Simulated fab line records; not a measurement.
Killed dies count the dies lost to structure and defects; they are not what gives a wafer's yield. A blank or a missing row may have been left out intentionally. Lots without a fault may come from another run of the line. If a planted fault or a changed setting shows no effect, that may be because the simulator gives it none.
The tool behind it: which one? | flow sky130 | 39 wafers from 13 lots sampled at 4 of the route's 708 steps

WHAT THE GAUGES SHOWED, per wafer
SKY_VT_ADJUST_NCORE_TW_MEAS_11.
lot  | measured     | on            | VT_ADJUST_NCORE_TW
L226 | day 8 07:48  | film-metro-01 | 220.0 219.0 219.8
L227 | day 8 16:44  | film-metro-04 | 219.5 220.6 220.9
L229 | day 10 10:25 | film-metro-01 | 218.6 219.4 219.2
L231 | day 10 19:17 | film-metro-01 | 219.1 217.6 218.5
L230 | day 10 21:31 | film-metro-04 | 221.3 221.3 221.4
L232 | day 11 02:45 | film-metro-03 | 220.4 221.2 220.2
L234 | day 11 13:52 | film-metro-04 | 221.8 221.6 221.1
L235 | day 11 15:10 | film-metro-01 | 220.4 220.7 221.5
L236 | day 11 16:26 | film-metro-04 | 221.5 221.9 221.0
L244 | day 13 20:56 | film-metro-01 | 30.2 30.2 30.0
L245 | day 14 00:08 | film-metro-04 | 30.3 30.3 30.3
L248 | day 15 03:03 | film-metro-03 | 219.8 217.2 219.3
L249 | day 15 08:12 | film-metro-04 | 221.7 222.2 220.9

WHICH TOOL RAN EACH LOT (tool, then ch and the chambers of the sampled wafers, then the start)
lot  | SKY_NWELL_STRIP_25                   | SKY_NWELL_RTA_28                 | SKY_VT_ADJUST_NCORE_DEVELOP_06
L226 | plasma-asher-01 ch 0,1, day 5 04:55  | rtp-anneal-02 ch 0, day 5 05:08  | litho-track-02 ch 0, day 8 07:15
L227 | plasma-asher-04 ch 0,1, day 5 10:16  | rtp-anneal-02 ch 0, day 5 10:29  | litho-track-03 ch 0, day 8 16:11
L229 | plasma-asher-02 ch 0,1, day 6 23:53  | rtp-anneal-02 ch 0, day 7 00:05  | litho-track-02 ch 0, day 10 09:54
L231 | plasma-asher-04 ch 0,1, day 7 05:54  | rtp-anneal-01 ch 0, day 7 06:08  | litho-track-02 ch 0, day 10 18:40
L230 | plasma-asher-01 ch 0,1, day 7 06:35  | rtp-anneal-02 ch 0, day 7 06:49  | litho-track-04 ch 0, day 10 21:01
L232 | plasma-asher-02 ch 0,1, day 7 11:00  | rtp-anneal-02 ch 0, day 7 11:13  | litho-track-02 ch 0, day 11 02:12
L234 | plasma-asher-01 ch 0,1, day 7 19:44  | rtp-anneal-01 ch 0, day 7 19:57  | litho-track-04 ch 0, day 11 13:20
L235 | plasma-asher-04 ch 0,1, day 7 20:05  | rtp-anneal-02 ch 0, day 7 20:18  | litho-track-02 ch 0, day 11 14:39
L236 | plasma-asher-04 ch 0,1, day 7 22:15  | rtp-anneal-01 ch 0, day 7 22:28  | litho-track-03 ch 0, day 11 15:55
L244 | plasma-asher-02 ch 0,1, day 9 20:28  | rtp-anneal-01 ch 0, day 9 20:41  | litho-track-04 ch 0, day 13 20:23
L245 | plasma-asher-02 ch 0,1, day 9 22:43  | rtp-anneal-01 ch 0, day 9 22:56  | litho-track-04 ch 0, day 13 23:35
L248 | plasma-asher-04 ch 0,1, day 10 22:09 | rtp-anneal-02 ch 0, day 10 22:22 | litho-track-02 ch 0, day 15 02:30
L249 | plasma-asher-02 ch 0,1, day 11 02:40 | rtp-anneal-01 ch 0, day 11 02:53 | litho-track-02 ch 0, day 15 07:39
- SKY_NWELL_STRIP_25: strips in O2/N2.
- SKY_NWELL_RTA_28: time 30 s.
- SKY_VT_ADJUST_NCORE_DEVELOP_06: develop time 60 s.

WHAT THE TOOLS THEMSELVES READ (means of the sampled wafers that have a number; where no wafer has one, the mark that the record gives instead)
SKY_NWELL_STRIP_25.
lot  | tool            | drypump-motor-current-A (A) | n2-flow-sccm (sccm) | o2-flow-sccm (sccm) | oes-product-au (a.u.) | strip-time-to-endpoint-s (s)
L226 | plasma-asher-01 | 5.3                         | 298.9               | 3012                | 0.729                 | 36.95
L227 | plasma-asher-04 | 5.5                         | 301.1               | 3003                | 0.727                 | 36.97
L229 | plasma-asher-02 | 6.2                         | 300.0               | 3004                | 0.721                 | 36.94
L231 | plasma-asher-04 | 5.5                         | 299.8               | 2998                | 0.722                 | 36.82
L230 | plasma-asher-01 | 5.6                         | 300.6               | 2998                | 0.726                 | 36.81
L232 | plasma-asher-02 | 6.2                         | 301.0               | 2997                | 0.722                 | 37.02
L234 | plasma-asher-01 | 5.3                         | 299.2               | 3010                | 0.721                 | 36.96
L235 | plasma-asher-04 | 5.5                         | 299.7               | 2992                | 0.726                 | 36.95
L236 | plasma-asher-04 | 5.5                         | 299.6               | 2997                | 0.723                 | 36.99
L244 | plasma-asher-02 | 6.1                         | 300.2               | 2991                | 0.718                 | 36.95
L245 | plasma-asher-02 | 6.2                         | 299.9               | 2997                | 0.719                 | 36.98
L248 | plasma-asher-04 | 5.4                         | 299.9               | 3003                | 0.719                 | 37.08
L249 | plasma-asher-02 | 6.2                         | 299.9               | 3003                | 0.722                 | 36.92

SKY_NWELL_RTA_28.
lot  | tool          | lamp-power-pct (%) | wafer_temp_C_max
L226 | rtp-anneal-02 | 25.31              | 1054.0
L227 | rtp-anneal-02 | 25.31              | 1055.2
L229 | rtp-anneal-02 | 25.30              | 1054.8
L231 | rtp-anneal-01 | 25.28              | 1055.1
L230 | rtp-anneal-02 | 25.32              | 1055.3
L232 | rtp-anneal-02 | 25.29              | 1054.4
L234 | rtp-anneal-01 | 25.32              | 1054.7
L235 | rtp-anneal-02 | 25.29              | 1055.3
L236 | rtp-anneal-01 | 25.33              | 1055.2
L244 | rtp-anneal-01 | 25.32              | 1053.9
L245 | rtp-anneal-01 | 25.27              | 1055.8
L248 | rtp-anneal-02 | 25.37              | 1054.7
L249 | rtp-anneal-01 | 25.27              | 1055.8

THE ANSWER, worked out from the rows above alone
Rule: what is usual is taken from the lots themselves. The widest of any qualifying gaps counts: lots, ordered by their means at a reading, are off when they make up no more than a third of the lots, leave a main group of 4 or more, and stand apart from it by 3 or more times the standard deviation of that group's means. If all means in a main group match to the digits the tables above print for the reading, that group is not used. A lot without any number at a reading at which 4 lots or more have one is off too. Any other lot the step has rows for is counted as sound. The gauges are gone through in route order, then the tools' own readings, and for those a lot's mean is taken as printed above. The first step at which some lot is off is used, and at that step the reading that is off furthest; a lot without a number counts as furthest.
Off: at SKY_VT_ADJUST_NCORE_TW_MEAS_11 (VT_ADJUST_NCORE_TW), L244, L245. Mean 220.3 and standard deviation 1.1 in the main group.
If a tool, at a process step before that reading, ran all the lots that are off and no sound lot after the first of them, it fits. The gauges at SKY_VT_ADJUST_NCORE_TW_MEAS_11 are tried like those tools. One candidate fits, namely litho-track-04 at SKY_VT_ADJUST_NCORE_DEVELOP_06. A fault onset in the window from L234 (day 11 13:20, its last sound lot) to L244 (day 13 20:23, its first lot off) fits.

WHAT WAS PUT IN BY THE SIMULATOR
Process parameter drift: litho-track-04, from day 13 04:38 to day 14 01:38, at SKY_VT_ADJUST_NCORE_DEVELOP_06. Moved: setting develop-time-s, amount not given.
Struck lots among those shown: L244, L245. Same finding as the rule above.
